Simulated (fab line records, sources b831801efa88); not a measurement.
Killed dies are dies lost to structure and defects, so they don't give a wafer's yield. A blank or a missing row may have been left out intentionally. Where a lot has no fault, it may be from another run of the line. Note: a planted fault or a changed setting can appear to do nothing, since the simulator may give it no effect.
Chamber matching    flow sky130    4 sister chambers for SKY_VIA4_CMP_02 on cmp-01
The step polishes SiO2. 8 wafers are shown with their chamber, then 12 later ones without.

WAFERS PAIRED WITH THEIR CHAMBERS
wafer   chamber  motor_current_A (A)  edge_zone_pressure_frac
L086.1  1        11.5                 0.997
L086.5  3        12.0                 1.000
L088.1  2        11.4                 0.996
L088.3  0        10.5                 0.987
L088.5  3        12.0                 1.001
L091.2  1        12.5                 0.998
L091.3  0        10.8                 0.999
L091.4  2        12.0                 1.003

WAFERS WITH NO CHAMBER GIVEN
wafer   motor_current_A (A)  edge_zone_pressure_frac
L092.2  10.5                 0.998
L092.3  11.8                 1.011
L092.5  9.9                  0.996
L093.1  11.5                 0.995
L093.3  10.0                 0.993
L093.6  11.7                 1.000
L095.2  12.8                 1.003
L095.3  12.1                 1.001
L095.6  9.7                  0.989
L096.1  12.0                 1.009
L096.5  10.2                 1.008
L096.6  12.1                 1.004

WHICH CHAMBER EACH ONE RAN IN
wafer   from the rows above                in truth
L092.2  can't be placed: 0 or 2            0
L092.3  can't be placed: 3 or 2 or 1       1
L092.5  0                                  0
L093.1  can't be placed: 2 or 1 or 3 or 0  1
L093.3  0                                  0
L093.6  can't be placed: 2 or 3 or 1       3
L095.2  can't be placed: 3 or 1 or 2       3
L095.3  can't be placed: 3 or 1 or 2       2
L095.6  0                                  0
L096.1  can't be placed: 3 or 2 or 1       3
L096.5  can't be placed: 0 or 2 or 3 or 1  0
L096.6  can't be placed: 3 or 2 or 1       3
3 of 12 placed correctly. Not placeable from these rows: 9 (in 9, the candidates include the true chamber). Wrongly placed: 0.
How it was worked out, from the rows above alone: a wafer's distance from a chamber is the root of the sum, over the readings, of the square of ((its reading less the chamber's mean) divided by the reading's scatter). If the next closest chamber is less than 2 further off than the closest, the wafer can't be placed; otherwise it belongs to the closest. The mean given for a chamber averages the wafers shown for that chamber. The scatter is the square root of a quotient: the sum, over the shown wafers, of each reading's squared deviation from its chamber's mean, divided by wafers minus chambers.
